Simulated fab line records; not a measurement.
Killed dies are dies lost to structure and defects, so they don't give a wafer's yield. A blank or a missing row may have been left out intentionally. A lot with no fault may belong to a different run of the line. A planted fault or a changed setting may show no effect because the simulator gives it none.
Matching of chambers -- flow sky130 -- SKY_FIELD_ISO_ETCH_17 on rie si-01: 4 sister chambers
The step etches Si in HBr/Cl2/O2, target depth 342 nm, time 97.7 s. 4 wafers are shown with their chamber, then 8 later ones without.

## WAFERS WITH THEIR CHAMBER
wafer,chamber,drypump motor current A (A)
L743.2,0,5.4
L749.3,2,5.7
L749.6,1,5.0
L751.1,3,6.1

## WAFERS WITH NO CHAMBER GIVEN
wafer,drypump motor current A (A)
L751.2,5.0
L751.3,5.4
L753.1,5.8
L753.3,6.1
L753.4,5.0
L754.1,5.4
L754.2,5.8
L754.4,4.9

## WHICH CHAMBER EACH ONE RAN IN
wafer,from the rows above,in truth
L751.2,1,1
L751.3,0,0
L753.1,2,2
L753.3,3,3
L753.4,1,1
L754.1,0,0
L754.2,2,2
L754.4,1,1
8 of 8 placed correctly. Number that these rows cannot place: 0. Placed wrongly: 0.
How it was worked out, from the rows above alone: a wafer's distance from a chamber is the root of the sum, over the readings, of the square of ((its reading less the chamber's mean) divided by the reading's scatter). If the next closest chamber is less than 2 further off than the closest, the wafer can't be placed; otherwise it belongs to the closest. For every chamber, the mean is computed from those of its wafers that are shown. The scatter: root of mean squared gap, hidden wafer to nearest shown wafer, with one shown wafer a chamber.
